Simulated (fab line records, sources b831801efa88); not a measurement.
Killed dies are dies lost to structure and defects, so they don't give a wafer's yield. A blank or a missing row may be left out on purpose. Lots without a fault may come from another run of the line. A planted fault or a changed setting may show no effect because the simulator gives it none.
fab line records | flow gf180mcu
record lots=5 wafers=15 last_day=34
route steps=602 shown V5@553 TOP_METAL@567
lots that met no fault: from a run of the same line without faults
start_h: hours from the record's first day to the start of the lot's first wafer shown | wait_h: hours since the lot's step before | " the same as in the row above | L1.1+2: a row that stands for several wafers | - no value, or no start given | * or withheld: withheld | < > ~ a bound
route shown NAME@n: a module of which the file shows steps, and the number in the route of the first | usual: mean/standard deviation of fault-free wafers | same: alike in all rows | chamber/n: place in a boat | sites: the reading at each site | _std_site: their standard deviation | _edge_site: outer sites' mean less inner sites' | radius_mm: how far each site lies from the wafer's centre | mask NAME#n: copy n | behind: the tool/chamber that last shaped the wafer | hold: why the lot was held/for how many hours/how that ended | device: the transistor (n, p or np) that didn't switch | end of line: the same wafers' tests at the end of the route | a step without rows: its recipe alone | killed: dies lost to structure and defects at the first sort, not the wafer's yield | map: a wafer's dies, x killed, . not, _ none there
set.NAME: the setting as run; set.NAME@STEP: as run at that earlier step | model.NAME: the simulator's own value behind a step, which no gauge read
lots at some steps of the route; a table a step, a row a wafer
services: from which hour (start_h, from the record's first day; less than 0 if before it) a tool's chamber was out of use, for how many hours, and why
## steps
# step GF_V5_DEVELOP_13
# recipe develop_time_s=60 resist=KrF dev_temp_c=21
# same develop_time_s=60
# columns lot.wafer tool chamber start_h wait_h
L075.1+3+6 litho_track-04 0 637.20 0.2
L076.2+3+6 litho_track-04 0 644.77 0.2
L089.3+5+6 litho_track-02 0 735.34 0.1
L092.1+5+6 litho_track-04 0 754.80 0.2
L096.1+4+5 litho_track-02 0 777.74 0.2
# step GF_V5_CD_MEAS_14
# recipe target_cd_nm=260
# usual cd_nm=260.3/0.99
# columns lot.wafer tool chamber start_h wait_h cd_nm
L075.1 cd_sem-02 - 637.35 0.1 260.9
L075.3 " - " " 260.5
L075.6 " - " " 260.2
L076.2 cd_sem-02 - 644.92 0.1 259.1
L076.3 " - " " 260.0
L076.6 " - " " 260.4
L089.3 cd_sem-02 - 735.48 0.1 260.6
L089.5 " - " " 258.8
L089.6 " - " " 259.9
L092.1 cd_sem-01 - 754.95 0.1 259.8
L092.5 " - " " 259.1
L092.6 " - " " 260.2
L096.1 cd_sem-02 - 777.89 0.1 259.7
L096.4 " - " " 261.0
L096.5 " - " " 261.1
# step GF_V5_OVL_MEAS_15
# usual V5_OVL=-6/5.7
# columns lot.wafer tool chamber start_h wait_h V5_OVL[nm]
L075.1 overlay-01 - 637.47 0.1 -3
L075.3 " - " " -1
L075.6 " - " " 3
L076.2 overlay-02 - 645.02 0.1 -9
L076.3 " - " " -7
L076.6 " - " " -13
L089.3 overlay-02 - 735.57 0.1 2
L089.5 " - " " -1
L089.6 " - " " 4
L092.1 overlay-02 - 755.07 0.1 -6
L092.5 " - " " -8
L092.6 " - " " 1
L096.1 overlay-02 - 778.01 0.1 -3
L096.4 " - " " -10
L096.5 " - " " -7
# step GF_V5_ETCH_16
# recipe chemistry=N2/H2 target_depth_a=withheld overetch_a=withheld time_s=withheld target=BARC ion_energy_ev=200 source_w=500 bias_w=100 pressure_mtorr=30 n2_flow_sccm=100 h2_flow_sccm=200
# usual chamber_pressure_mTorr=29.999/0.028 drypump_motor_current_A=5.7/0.44 oes_product_au=0.855/0.0047 throttle_valve_pct=13.225/0.0091
# columns lot.wafer tool chamber start_h wait_h chamber_pressure_mTorr drypump_motor_current_A oes_product_au throttle_valve_pct
L075.1 rie_diel-03 1 637.50 0.0 30.012 5.3 0.855 13.239
L075.3 " 2 " " 30.005 5.8 0.854 13.240
L075.6 " 3 " " 29.948 4.9 0.854 13.233
L076.2 rie_diel-03 2 645.05 0.0 29.979 5.8 0.861 13.235
L076.3 " 1 " " 30.049 5.3 0.852 13.204
L076.6 " 3 " " 29.985 4.9 0.854 13.213
L089.3 rie_diel-03 2 735.60 0.0 30.033 5.7 0.861 13.237
L089.5 " 2 " " 30.044 5.8 0.853 13.219
L089.6 " 3 " " 30.044 4.9 0.842 13.219
L092.1 rie_diel-03 1 755.10 0.0 30.018 5.3 0.865 13.215
L092.5 " 1 " " 29.954 5.3 0.850 13.220
L092.6 " 0 " " 30.019 5.3 0.852 13.219
L096.1 rie_diel-03 2 778.05 0.0 29.997 5.7 0.854 13.215
L096.4 " 3 " " 30.003 4.9 0.856 13.216
L096.5 " 3 " " 30.055 4.9 0.846 13.235
# step GF_V5_ETCH_17
# recipe chemistry=C4F8/O2/Ar mask_material=KrF target=SiO2 stop_on=TiN source_w=1500 bias_w=1200 pressure_mtorr=40 c4f8_flow_sccm=withheld O2_flow_sccm=6 Ar_flow_sccm=300 time_s=withheld target_depth_a=8550
# usual chamber_pressure_mTorr=40.00/0.035 oes_product_au=0.858/0.0047
# columns lot.wafer tool chamber start_h wait_h chamber_pressure_mTorr oes_product_au
L075.1 rie_diel-03 1 - - 40.04 0.866
L075.3 " 2 " " 40.04 0.858
L075.6 " 3 " " 40.01 0.859
L076.2 rie_diel-03 2 - - 40.04 0.850
L076.3 " 1 " " 39.95 0.865
L076.6 " 3 " " 39.97 0.860
L089.3 rie_diel-03 2 - - 40.00 0.858
L089.5 " 2 " " 40.08 0.857
L089.6 " 3 " " 40.00 0.854
L092.1 rie_diel-03 1 - - 39.86 0.858
L092.5 " 1 " " 40.05 0.856
L092.6 " 0 " " 40.03 0.872
L096.1 rie_diel-03 2 - - 39.95 0.850
L096.4 " 3 " " 39.96 0.859
L096.5 " 3 " " 40.03 0.861
# step GF_V5_STRIP_18
# recipe chemistry=O2/N2 power_w=1400 pressure_mtorr=1500 platen_temp_c=250 o2_flow_sccm=3000 n2_flow_sccm=300 overash_fraction=0.5
# usual chamber_pressure_mTorr=1500.0/1.3 drypump_motor_current_A=6.0/0.53 heater_power_w=359/58 oes_product_au=0.568/0.0055
# same overash_fraction=0.5
# columns lot.wafer tool chamber start_h wait_h chamber_pressure_mTorr drypump_motor_current_A heater_power_w oes_product_au rf_hours_counter_h
L075.1 plasma_asher-02 0 637.66 - 1499.3 6.4 283 0.572 57
L075.3 " 0 " " 1498.4 6.4 278 0.562 -
L075.6 " 0 " " 1498.9 6.4 277 0.575 -
L076.2 plasma_asher-02 0 645.21 - 1500.2 6.4 280 0.575 58
L076.3 " 0 " " 1499.5 6.4 279 0.564 -
L076.6 " 1 " " 1501.2 5.6 397 0.558 -
L089.3 plasma_asher-02 1 735.79 - 1499.7 5.5 393 0.568 -
L089.5 " 0 " " 1499.2 6.3 282 0.569 -
L089.6 " 1 " " 1499.7 5.5 402 0.561 -
L092.1 plasma_asher-02 0 755.26 - 1501.1 6.4 278 0.568 71
L092.5 " 0 " " 1498.1 6.3 280 0.564 -
L092.6 " 1 " " 1500.7 5.5 395 0.572 -
L096.1 plasma_asher-03 0 778.20 - 1499.0 6.2 427 0.566 4
L096.4 " 1 " " 1500.6 4.9 324 0.553 -
L096.5 " 1 " " 1500.4 4.9 322 0.564 -
# step GF_V5_STRIP_19
# recipe chemistry=post_etch_residue_remover time_s=1200 temp_c=72.5
# usual bath_heat_duty_pct=14.7/1.4
# columns lot.wafer tool chamber start_h wait_h bath_heat_duty_pct
L075.1 wet_bench-01 3 637.76 0.1 17.4
L075.3 " 3 " " 18.0
L075.6 " 3 " " 17.8
L076.2 wet_bench-01 2 645.31 0.1 15.2
L076.3 " 2 " " 15.2
L076.6 " 2 " " 15.2
L089.3 wet_bench-03 2 735.85 0.0 14.4
L089.5 " 2 " " 13.4
L089.6 " 2 " " 14.1
L092.1 wet_bench-01 1 755.36 0.1 16.8
L092.5 " 1 " " 16.0
L092.6 " 1 " " 16.6
L096.1 wet_bench-03 1 778.30 0.1 14.5
L096.4 " 1 " " 14.4
L096.5 " 1 " " 12.8
# step GF_V5_CLEAN_20
# recipe chemistry=DIW dry=n2_spin
# columns lot.wafer tool chamber start_h wait_h
L075.1+3+6 wet_bench-03 1 638.10 0.0
L076.2+3+6 wet_bench-03 0 645.65 0.0
L089.3+5+6 wet_bench-03 1 736.19 0.0
L092.1+5+6 wet_bench-02 1 755.76 0.0
L096.1+4+5 wet_bench-02 3 778.64 0.0
# step GF_V5_SPUTTER_21
# recipe material=Ti target_thk_nm=15 chamber_pressure_pa=5 power_w=2500 substrate_temp_c=200 time_s=80.02
# usual throttle_valve_pct=30.3/0.67
# columns lot.wafer tool chamber start_h wait_h throttle_valve_pct
L075.1 pvd_sputter-02 - 638.19 0.0 30.8
L075.3 " - " " 30.7
L075.6 " - " " 29.7
L076.2 pvd_sputter-02 - 645.74 0.0 29.9
L076.3 " - " " 30.8
L076.6 " - " " 29.9
L089.3 pvd_sputter-01 - 736.29 0.0 28.9
L089.5 " - " " 30.4
L089.6 " - " " 30.9
L092.1 pvd_sputter-02 - 755.85 0.0 30.4
L092.5 " - " " 30.2
L092.6 " - " " 30.6
L096.1 pvd_sputter-03 - 778.73 0.0 29.7
L096.4 " - " " 29.9
L096.5 " - " " 30.6
# step GF_V5_SPUTTER_22
# recipe material=TiN target_thk_nm=10 chamber_pressure_pa=5 power_w=4000 time_s=40
# usual throttle_valve_pct=30.3/0.69
# columns lot.wafer tool chamber start_h wait_h throttle_valve_pct
L075.1 pvd_sputter-02 - 638.25 0.0 30.6
L075.3 " - " " 31.0
L075.6 " - " " 29.7
L076.2 pvd_sputter-02 - 645.80 0.0 29.4
L076.3 " - " " 30.8
L076.6 " - " " 29.5
L089.3 pvd_sputter-01 - 736.35 0.0 29.1
L089.5 " - " " 30.6
L089.6 " - " " 30.7
L092.1 pvd_sputter-02 - 755.92 0.0 30.2
L092.5 " - " " 30.2
L092.6 " - " " 30.6
L096.1 pvd_sputter-03 - 778.80 0.0 29.8
L096.4 " - " " 29.8
L096.5 " - " " 30.3
# step GF_V5_CVD_23
# recipe material=W target_thk_nm=350 time_s=104.9 temp_c=400 pressure_torr=40
# usual heater_power_w=954/120
# columns lot.wafer tool chamber start_h wait_h heater_power_w since_wet_clean_h
L075.1 cvd_w-02 0 638.29 0.0 848 733
L075.3 " 1 " " 1039 -
L075.6 " 0 " " 835 -
L076.2 cvd_w-01 1 645.84 0.0 1092 242
L076.3 " 0 " " 821 -
L076.6 " 1 " " 1082 -
L089.3 cvd_w-02 0 736.42 0.1 862 -
L089.5 " 1 " " 1045 -
L089.6 " 0 " " 876 -
L092.1 cvd_w-02 1 755.95 0.0 1036 851
L092.5 " 0 " " 858 -
L092.6 " 1 " " 1010 -
L096.1 cvd_w-01 1 778.83 0.0 1103 375
L096.4 " 1 " " 1117 -
L096.5 " 1 " " 1101 -
# step GF_V5_RS_MEAS_24
# recipe thk_meas_gauge=four-point-probe reads=W_of_V5_CVD_23+TiN_of_V5_SPUTTER_22+Ti_of_V5_SPUTTER_21
# usual V5_W_RS=0.325/0.0031
# columns lot.wafer tool chamber start_h wait_h V5_W_RS[ohm/sq]
L075.1 film_metro-01 - 638.40 0.1 0.327
L075.3 " - " " 0.325
L075.6 " - " " 0.325
L076.2 film_metro-03 - 645.97 0.1 0.323
L076.3 " - " " 0.321
L076.6 " - " " 0.322
L089.3 film_metro-03 - 736.54 0.1 0.322
L089.5 " - " " 0.322
L089.6 " - " " 0.326
L092.1 film_metro-01 - 756.07 0.1 0.326
L092.5 " - " " 0.327
L092.6 " - " " 0.325
L096.1 film_metro-02 - 778.95 0.1 0.330
L096.4 " - " " 0.325
L096.5 " - " " 0.329
# step GF_V5_THK_MEAS_25
# recipe thk_meas_gauge=xrf reads=W_of_V5_CVD_23
# usual V5_W_THK=361/4.2
# columns lot.wafer tool chamber start_h wait_h V5_W_THK[nm]
L075.1 film_metro-01 - 638.52 0.1 358
L075.3 " - " " 360
L075.6 " - " " 359
L076.2 film_metro-03 - 646.08 0.1 364
L076.3 " - " " 367
L076.6 " - " " 361
L089.3 film_metro-03 - 736.64 0.1 362
L089.5 " - " " 365
L089.6 " - " " 357
L092.1 film_metro-01 - 756.19 0.1 360
L092.5 " - " " 356
L092.6 " - " " 360
L096.1 film_metro-02 - 779.07 0.1 353
L096.4 " - " " 361
L096.5 " - " " 359
# step GF_V5_CMP_26
# recipe stop_on=SiO2 down_force_psi=3.5 platen_rpm=60 t_overpolish_s=15 target_thk_nm=0 pad_velocity_m_s=0.94248
# usual motor_current_A=11.5/1.1 overpolish_run_s=15.001/0.0087 retaining_ring_pressure_frac=0.999/0.0049 time_to_endpoint_s=85/4.3
# columns lot.wafer tool chamber start_h wait_h motor_current_A overpolish_run_s retaining_ring_pressure_frac time_to_endpoint_s
L075.1 cmp-02 1 638.58 0.1 11.3 15.008 1.003 89
L075.3 " 0 " " 11.5 14.997 1.007 83
L075.6 " 1 " " 11.5 14.999 1.000 90
L076.3 cmp-02 1 646.13 0.0 11.0 14.997 1.011 95
L076.2 " 2 " " 11.5 15.002 0.996 89
L076.6 " 1 " " 10.4 15.012 1.000 94
L089.3 cmp-01 0 736.73 0.1 9.8 15.004 1.005 84
L089.5 " 3 " " 13.7 15.001 1.005 81
L089.6 " 0 " " 10.2 14.999 1.003 85
L092.1 cmp-01 0 756.30 0.1 9.9 15.002 1.000 90
L092.6 " 3 " " 13.4 15.007 0.991 85
L092.5 " 0 " " 10.3 15.007 1.000 85
L096.1 cmp-02 2 779.23 0.1 11.7 14.986 1.002 87
L096.4 " 3 " " 12.1 15.011 0.994 89
L096.5 " 0 " " 11.1 14.989 1.003 82
# step GF_TOP_METAL_SPUTTER_00
# recipe material=Ti target_thk_nm=37.5 arriving_ion_energy_ev=80 substrate_temp_c=200 chamber_pressure_pa=2 power_w=4000 time_s=150
# usual throttle_valve_pct=30.1/0.97
# columns lot.wafer tool chamber start_h wait_h throttle_valve_pct
L075.1 pvd_sputter-04 - 638.88 0.2 28.5
L075.3 " - " " 28.5
L075.6 " - " " 28.6
L076.2 pvd_sputter-04 - 646.43 0.2 28.5
L076.3 " - " " 32.1
L076.6 " - " " 28.6
L089.3 pvd_sputter-04 - 736.98 0.2 28.7
L089.5 " - " " 28.5
L089.6 " - " " 32.2
L092.1 pvd_sputter-03 - 756.55 0.2 29.8
L092.5 " - " " 30.0
L092.6 " - " " 30.2
L096.1 pvd_sputter-04 - 779.43 0.1 30.9
L096.4 " - " " 28.4
L096.5 " - " " 28.5
# step GF_TOP_METAL_SPUTTER_01
# recipe material=TiN target_thk_nm=30 power_w=6500 time_s=25 chamber_pressure_pa=0.4
# usual throttle_valve_pct=30.1/0.98
# columns lot.wafer tool chamber start_h wait_h throttle_valve_pct
L075.1 pvd_sputter-04 - 638.98 0.1 28.4
L075.3 " - " " 28.3
L075.6 " - " " 28.7
L076.2 pvd_sputter-04 - 646.53 0.1 28.6
L076.3 " - " " 32.1
L076.6 " - " " 28.4
L089.3 pvd_sputter-04 - 737.08 0.1 28.8
L089.5 " - " " 28.8
L089.6 " - " " 32.1
L092.1 pvd_sputter-03 - 756.65 0.1 30.2
L092.5 " - " " 30.1
L092.6 " - " " 29.7
L096.1 pvd_sputter-04 - 779.53 0.1 30.9
L096.4 " - " " 28.3
L096.5 " - " " 28.3
# step GF_TOP_METAL_SPUTTER_02
# recipe material=AlCu target_thk_nm=900 power_w=10600 chamber_pressure_pa=0.3 substrate_temp_c=250 gas=Ar time_s=47.82
# usual throttle_valve_pct=30.1/0.98
# columns lot.wafer tool chamber start_h wait_h throttle_valve_pct
L075.1 pvd_sputter-04 - 639.01 0.0 28.7
L075.3 " - " " 28.6
L075.6 " - " " 28.6
L076.2 pvd_sputter-04 - 646.56 0.0 28.8
L076.3 " - " " 32.2
L076.6 " - " " 28.5
L089.3 pvd_sputter-04 - 737.11 0.0 28.3
L089.5 " - " " 28.4
L089.6 " - " " 32.3
L092.1 pvd_sputter-03 - 756.68 0.0 29.8
L092.5 " - " " 29.7
L092.6 " - " " 30.1
L096.1 pvd_sputter-04 - 779.56 0.0 30.8
L096.4 " - " " 28.5
L096.5 " - " " 28.3
# step GF_TOP_METAL_SPUTTER_03
# recipe material=Ti target_thk_nm=5 substrate_temp_c=300 chamber_pressure_pa=0.3 power_w=3000 time_s=3.3
# usual throttle_valve_pct=30.1/0.97
# columns lot.wafer tool chamber start_h wait_h throttle_valve_pct
L075.1 pvd_sputter-04 - 639.06 0.0 28.5
L075.3 " - " " 28.5
L075.6 " - " " 28.6
L076.2 pvd_sputter-04 - 646.61 0.0 28.6
L076.3 " - " " 32.1
L076.6 " - " " 28.6
L089.3 pvd_sputter-04 - 737.15 0.0 28.7
L089.5 " - " " 28.8
L089.6 " - " " 31.8
L092.1 pvd_sputter-03 - 756.72 0.0 29.8
L092.5 " - " " 29.9
L092.6 " - " " 29.8
L096.1 pvd_sputter-04 - 779.60 0.0 30.9
L096.4 " - " " 28.6
L096.5 " - " " 28.4
# step GF_TOP_METAL_SPUTTER_04
# recipe material=TiN target_thk_nm=25 power_w=6500 time_s=20.8 chamber_pressure_pa=0.4
# usual throttle_valve_pct=30.1/0.98
# columns lot.wafer tool chamber start_h wait_h throttle_valve_pct
L075.1 pvd_sputter-04 - 639.08 0.0 28.6
L075.3 " - " " 28.5
L075.6 " - " " 28.5
L076.2 pvd_sputter-04 - 646.63 0.0 28.6
L076.3 " - " " 32.1
L076.6 " - " " 28.7
L089.3 pvd_sputter-04 - 737.17 0.0 28.7
L089.5 " - " " 28.4
L089.6 " - " " 31.8
L092.1 pvd_sputter-03 - 756.74 0.0 30.1
L092.5 " - " " 30.1
L092.6 " - " " 29.7
L096.1 pvd_sputter-04 - 779.62 0.0 30.7
L096.4 " - " " 28.5
L096.5 " - " " 28.8
# step GF_TOP_METAL_RS_MEAS_05
# recipe thk_meas_gauge=four-point-probe reads=TiN_of_TOP_METAL_SPUTTER_04+Ti_of_TOP_METAL_SPUTTER_03+AlCu_of_TOP_METAL_SPUTTER_02+TiN_of_TOP_METAL_SPUTTER_01+Ti_of_TOP_METAL_SPUTTER_00
# usual TOP_METAL_ALCU_RS=0.0329/0.00044
# columns lot.wafer tool chamber start_h wait_h TOP_METAL_ALCU_RS[ohm/sq]
L075.1 film_metro-03 - 639.10 0.0 0.0331
L075.3 " - " " 0.0325
L075.6 " - " " 0.0329
L076.2 film_metro-02 - 646.67 0.0 0.0333
L076.3 " - " " 0.0328
L076.6 " - " " 0.0335
L089.3 film_metro-03 - 737.24 0.1 0.0334
L089.5 " - " " 0.0333
L089.6 " - " " 0.0328
L092.1 film_metro-04 - 756.77 0.0 0.0328
L092.5 " - " " 0.0336
L092.6 " - " " 0.0336
L096.1 film_metro-04 - 779.65 0.0 0.0332
L096.4 " - " " 0.0325
L096.5 " - " " 0.0326
# step GF_TOP_METAL_THK_MEAS_06
# recipe thk_meas_gauge=xrf reads=AlCu_of_TOP_METAL_SPUTTER_02
# usual TOP_METAL_ALCU_THK=911/13
# columns lot.wafer tool chamber start_h wait_h TOP_METAL_ALCU_THK[nm]
L075.1 film_metro-03 - 639.22 0.1 908
L075.3 " - " " 926
L075.6 " - " " 912
L076.2 film_metro-02 - 646.78 0.1 896
L076.3 " - " " 909
L076.6 " - " " 892
L089.3 film_metro-03 - 737.34 0.1 896
L089.5 " - " " 897
L089.6 " - " " 908
L092.1 film_metro-04 - 756.89 0.1 920
L092.5 " - " " 902
L092.6 " - " " 893
L096.1 film_metro-04 - 779.77 0.1 909
L096.4 " - " " 925
L096.5 " - " " 924
# step GF_TOP_METAL_DEHYDRATE_07
# recipe temp_c=200 time_s=60
# columns lot.wafer tool chamber start_h wait_h
L075.1+3+6 litho_track-02 0 648.74 9.5
L076.2+3+6 litho_track-01 0 655.98 9.2
L089.3+5+6 litho_track-03 0 745.05 7.7
L092.1+5+6 litho_track-02 0 764.04 7.1
L096.1+4+5 litho_track-02 0 786.64 6.9
# step GF_TOP_METAL_HMDS_08
# recipe prime_time_s=60 prime_temp_c=120
# usual prime_temp_c=120.03/0.13
# columns lot.wafer tool chamber start_h wait_h prime_temp_c
L075.1 litho_track-02 0 648.89 0.1 120.00
L075.3 " 0 " " 120.11
L075.6 " 0 " " 119.81
L076.2 litho_track-01 0 656.13 0.1 120.35
L076.3 " 0 " " 119.95
L076.6 " 0 " " 120.04
L089.3 litho_track-03 0 745.20 0.1 120.27
L089.5 " 0 " " 120.17
L089.6 " 0 " " 120.06
L092.1 litho_track-02 0 764.19 0.1 120.22
L092.5 " 0 " " 120.10
L092.6 " 0 " " 120.04
L096.1 litho_track-02 0 786.79 0.1 120.04
L096.4 " 0 " " 120.01
L096.5 " 0 " " 119.99
# step GF_TOP_METAL_COAT_09
# recipe resist=NOVOLAK spin_rpm=3000 resist_thk_nm=1500
# columns lot.wafer tool chamber start_h wait_h
L075.1+3+6 litho_track-02 0 649.04 0.1
L076.2+3+6 litho_track-01 0 656.28 0.1
L089.3+5+6 litho_track-03 0 745.35 0.1
L092.1+5+6 litho_track-02 0 764.34 0.1
L096.1+4+5 litho_track-02 0 786.94 0.1
# step GF_TOP_METAL_SOFTBAKE_10
# recipe temp_c=90 time_s=60 resist=NOVOLAK
# columns lot.wafer tool chamber start_h wait_h
L075.1+3+6 litho_track-02 0 649.19 0.1
L076.2+3+6 litho_track-01 0 656.43 0.1
L089.3+5+6 litho_track-03 0 745.50 0.1
L092.1+5+6 litho_track-02 0 764.49 0.1
L096.1+4+5 litho_track-02 0 787.09 0.1
# step GF_TOP_METAL_EXPOSE_11
# recipe mask_id=MetalTop target_cd_nm=440 na=0.6 source_shape=conventional sigma_outer=0.6 dose_mj=170
# usual reticle_temp_C=22.98/0.11
# same sigma_outer=0.6
# columns lot.wafer tool chamber start_h wait_h mask reticle_temp_C
L075.1 iline_stepper-02 0 - - MetalTop#0 22.88
L075.3 " 0 " " MetalTop#0 23.06
L075.6 " 0 " " MetalTop#0 22.99
L076.2 iline_stepper-01 0 - - MetalTop#0 23.02
L076.3 " 0 " " MetalTop#0 22.89
L076.6 " 0 " " MetalTop#0 22.86
L089.3 iline_stepper-01 0 - - MetalTop#0 23.05
L089.5 " 0 " " MetalTop#0 23.05
L089.6 " 0 " " MetalTop#0 23.08
L092.1 iline_stepper-02 0 - - MetalTop#0 22.93
L092.5 " 0 " " MetalTop#0 23.13
L092.6 " 0 " " MetalTop#0 23.01
L096.1 iline_stepper-01 0 - - MetalTop#0 22.91
L096.4 " 0 " " MetalTop#0 22.82
L096.5 " 0 " " MetalTop#0 22.91
# step GF_TOP_METAL_PEB_12
# recipe temp_c=withheld time_s=* resist=NOVOLAK
# columns lot.wafer tool chamber start_h wait_h
L075.1+3+6 litho_track-02 0 - -
L076.2+3+6 litho_track-03 0 - -
L089.3+5+6 litho_track-02 0 - -
L092.1+5+6 litho_track-02 0 - -
L096.1+4+5 litho_track-01 0 - -
# step GF_TOP_METAL_DEVELOP_13
# recipe develop_time_s=60 dev_temp_c=23
# same develop_time_s=60
# columns lot.wafer tool chamber start_h wait_h
L075.1+3+6 litho_track-02 0 658.84 0.1
L076.2+3+6 litho_track-03 0 666.53 0.1
L089.3+5+6 litho_track-02 0 753.89 0.1
L092.1+5+6 litho_track-02 0 772.19 0.1
L096.1+4+5 litho_track-01 0 794.75 0.1
# step GF_TOP_METAL_CD_MEAS_14
# recipe target_cd_nm=440
# usual cd_nm=439.5/2.1
# columns lot.wafer tool chamber start_h wait_h cd_nm
L075.1 cd_sem-02 - 658.99 0.1 442.0
L075.3 " - " " 442.3
L075.6 " - " " 441.1
L076.2 cd_sem-02 - 666.67 0.1 441.8
L076.3 " - " " 442.5
L076.6 " - " " 441.0
L089.3 cd_sem-01 - 754.06 0.1 438.0
L089.5 " - " " 438.3
L089.6 " - " " 436.2
L092.1 cd_sem-02 - 772.64 0.4 440.8
L092.5 " - " " 436.9
L092.6 " - " " 438.6
L096.1 cd_sem-01 - 794.90 0.1 438.5
L096.4 " - " " 438.6
L096.5 " - " " 441.2
# step GF_TOP_METAL_OVL_MEAS_15
# usual TOP_METAL_OVL=-1.2/1.3
# columns lot.wafer tool chamber start_h wait_h TOP_METAL_OVL[nm]
L075.1 overlay-01 - 659.11 0.1 -0.8
L075.3 " - " " -1.5
L075.6 " - " " -0.2
L076.2 overlay-01 - 666.78 0.1 -0.7
L076.3 " - " " -0.6
L076.6 " - " " -0.5
L089.3 overlay-01 - 754.15 0.1 0.6
L089.5 " - " " 0.2
L089.6 " - " " 0.8
L092.1 overlay-01 - 772.76 0.1 -1.8
L092.5 " - " " -0.8
L092.6 " - " " -1.3
L096.1 overlay-02 - 795.02 0.1 -0.1
L096.4 " - " " 1.1
L096.5 " - " " 2.2
# step GF_TOP_METAL_METAL_ETCH_16
# recipe chemistry=Cl2/BCl3 mask_material=NOVOLAK target_depth_nm=1197 stop_on=SiO2 pressure_mtorr=8 icp_w=800 bias_w=140 Cl2_flow_sccm=80 bcl3_flow_sccm=40 time_s=199.5
# usual chamber_pressure_mTorr=8.000/0.0071 drypump_motor_current_A=5.3/0.33 mfc_cl2_sccm=79.98/0.26 oes_product_au=0.991/0.007 throttle_valve_pct=28.229/0.0091
# columns lot.wafer tool chamber start_h wait_h chamber_pressure_mTorr drypump_motor_current_A mfc_cl2_sccm oes_product_au rf_hours_counter_h throttle_valve_pct
L075.1 rie_metal-01 0 659.15 0.0 7.990 5.2 79.81 0.994 4.1 28.227
L075.3 " 1 " " 7.993 4.9 79.57 0.995 - 28.235
L075.6 " 0 " " 7.991 5.2 79.91 0.985 - 28.242
L076.2 rie_metal-04 1 666.81 0.0 8.006 5.9 79.80 0.987 8.1 28.238
L076.3 " 1 " " 8.003 5.9 79.59 0.999 - 28.230
L076.6 " 1 " " 7.994 5.9 79.62 0.986 - 28.238
L089.3 rie_metal-02 0 754.24 0.1 7.985 5.1 80.17 0.999 - 28.228
L089.5 " 1 " " 7.999 5.5 79.94 0.997 - 28.216
L089.6 " 0 " " 8.003 5.1 80.24 0.989 - 28.228
L092.1 rie_metal-01 1 772.79 0.0 7.984 4.9 79.98 0.998 6.5 28.243
L092.5 " 1 " " 8.003 4.9 79.85 0.996 - 28.231
L092.6 " 0 " " 8.006 5.2 80.26 1.000 - 28.241
L096.1 rie_metal-02 1 795.06 0.0 8.001 5.4 80.23 0.995 6.9 28.237
L096.4 " 0 " " 8.008 5.1 80.56 0.990 - 28.220
L096.5 " 1 " " 7.993 5.4 80.43 0.993 - 28.212
# step GF_TOP_METAL_STRIP_17
# recipe chemistry=O2/N2 power_w=1400 pressure_mtorr=1500 platen_temp_c=250 o2_flow_sccm=3000 n2_flow_sccm=300 overash_fraction=0.5
# usual chamber_pressure_mTorr=1500.1/1.3 drypump_motor_current_A=5.7/0.43 heater_power_w=363/42 oes_product_au=0.711/0.0042 strip_time_to_endpoint_s=12.89/0.09
# same overash_fraction=0.5
# columns lot.wafer tool chamber start_h wait_h chamber_pressure_mTorr drypump_motor_current_A heater_power_w oes_product_au rf_hours_counter_h strip_time_to_endpoint_s
L075.1 plasma_asher-01 0 659.34 0.1 1500.2 5.6 369 0.715 23 13.12
L075.3 " 0 " " 1500.7 5.6 358 0.703 - 12.84
L075.6 " 0 " " 1498.6 5.6 358 0.714 - 13.08
L076.2 plasma_asher-02 0 667.00 0.1 1501.5 6.3 279 0.711 60 13.00
L076.3 " 1 " " 1499.0 5.5 396 0.707 - 12.97
L076.6 " 0 " " 1499.9 6.4 277 0.706 - 12.96
L089.3 plasma_asher-03 0 754.40 0.1 1503.1 6.2 419 0.710 - 12.91
L089.5 " 0 " " 1500.4 6.2 424 0.709 - 12.91
L089.6 " 1 " " 1499.0 4.9 320 0.705 - 12.80
L092.1 plasma_asher-02 0 772.99 0.1 1500.1 6.4 274 0.710 72 12.88
L092.5 " 0 " " 1499.6 6.4 285 0.715 - 12.81
L092.6 " 1 " " 1499.8 5.5 400 0.710 - 13.00
L096.1 plasma_asher-01 0 795.25 0.1 1500.9 5.6 360 0.708 39 12.97
L096.4 " 0 " " 1499.0 5.6 368 0.714 - 12.89
L096.5 " 1 " " 1499.7 5.9 388 0.717 - 12.97
# step GF_TOP_METAL_STRIP_18
# recipe chemistry=post_etch_residue_remover time_s=1200 temp_c=72.5
# usual bath_heat_duty_pct=14.1/1.9
# columns lot.wafer tool chamber start_h wait_h bath_heat_duty_pct
L075.1 wet_bench-01 2 659.44 0.1 14.9
L075.3 " 2 " " 14.8
L075.6 " 2 " " 14.2
L076.2 wet_bench-03 1 667.10 0.1 14.8
L076.3 " 1 " " 15.2
L076.6 " 1 " " 13.5
L089.3 wet_bench-04 1 754.46 0.0 11.2
L089.5 " 1 " " 12.1
L089.6 " 1 " " 11.2
L092.1 wet_bench-04 0 773.09 0.1 13.3
L092.5 " 0 " " 13.4
L092.6 " 0 " " 13.5
L096.1 wet_bench-04 0 795.35 0.1 13.1
L096.4 " 0 " " 12.3
L096.5 " 0 " " 13.5
# step GF_TOP_METAL_CLEAN_19
# recipe chemistry=DIW dry=n2_spin
# columns lot.wafer tool chamber start_h wait_h
L075.1+3+6 wet_bench-03 0 659.81 0.0
L076.2+3+6 wet_bench-04 1 667.44 0.0
L089.3+5+6 wet_bench-03 1 754.84 0.0
L092.1+5+6 wet_bench-03 3 773.43 0.0
L096.1+4+5 wet_bench-01 0 795.69 0.0
## services
# columns tool chamber start_h hours kind
cvd_w-02 - 619.28 6.9 pm
cmp-01 - 625.36 7.4 repair
plasma_asher-01 - 629.86 4.2 repair
rie_metal-01 - 636.66 2.8 pm
pvd_sputter-01 - 640.25 1.4 repair
pvd_sputter-01 - 654.33 2.0 repair
plasma_asher-02 - 656.94 0.4 repair
cmp-02 - 668.64 1.5 repair
pvd_sputter-02 - 670.03 1.7 repair
plasma_asher-03 - 674.48 4.3 repair
pvd_sputter-01 - 689.09 1.5 repair
pvd_sputter-04 1 702.52 - consumable_replace:kit
pvd_sputter-04 1 702.52 18.0 scheduled_down
pvd_sputter-04 1 702.52 18.0 vent_cycle
rie_metal-01 0 705.89 9.4 repair
cvd_w-02 - 709.22 14.6 pm
cmp-02 - 728.05 19.0 pm
plasma_asher-03 - 733.75 9.0 pm
cmp-02 - 747.03 4.0 pm
wet_bench-02 - 747.25 1.9 pm
cmp-02 - 758.66 0.9 repair
iline_stepper-01 - 763.42 1.7 pm
cvd_w-02 - 764.02 0.5 repair
cmp-01 - 792.80 0.2 repair
## key
fault none
